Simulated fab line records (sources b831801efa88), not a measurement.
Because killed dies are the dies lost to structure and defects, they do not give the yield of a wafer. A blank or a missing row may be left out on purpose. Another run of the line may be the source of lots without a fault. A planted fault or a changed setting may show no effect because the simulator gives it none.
Matching of chambers -- flow gf180mcu -- 4 sister chambers for GF_V2_CMP_04 on cmp-01
The step polishes SiO2. 8 wafers are shown with their chamber, then 8 later ones without.

== EACH WAFER AND ITS CHAMBER ==
wafer,chamber,motor current A (A),time to endpoint s (s)
L902.2,2,11.5,76
L903.6,0,13.3,86
L904.2,0,13.2,78
L904.3,2,11.8,77
L906.1,1,11.5,76
L906.3,3,12.0,74
L906.6,3,12.1,76
L914.1,1,11.6,77

== WAFERS WHOSE CHAMBER IS MISSING ==
wafer,motor current A (A),time to endpoint s (s)
L914.4,11.8,87
L914.6,11.7,85
L917.1,12.0,66
L917.2,11.8,71
L917.5,11.4,82
L921.2,13.3,80
L921.4,10.9,84
L921.6,12.2,83

== WHICH CHAMBER EACH ONE RAN IN ==
wafer,from the rows above,in truth
L914.4,can't be placed: 2 or 1 or 3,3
L914.6,can't be placed: 2 or 1 or 3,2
L917.1,can't be placed: 3 or 2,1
L917.2,can't be placed: 2 or 3 or 1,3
L917.5,can't be placed: 1 or 2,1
L921.2,0,0
L921.4,can't be placed: 1 or 2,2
L921.6,3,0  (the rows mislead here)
Correctly placed: 1 of 8. Can't be placed from these rows: 6 (the true chamber is among the candidates in 5). Number placed wrongly: 1.
How it was worked out, from the rows above alone: a wafer's distance from a chamber is the root of the sum, over the readings, of the square of ((its reading less the chamber's mean) divided by the reading's scatter). The wafer belongs to the nearest chamber; if the next one is less than 2 further off, it can't be placed. A chamber's mean is the mean of its shown wafers. The scatter is the square root of a quotient: the sum, over the shown wafers, of each reading's squared deviation from its chamber's mean, divided by wafers minus chambers.
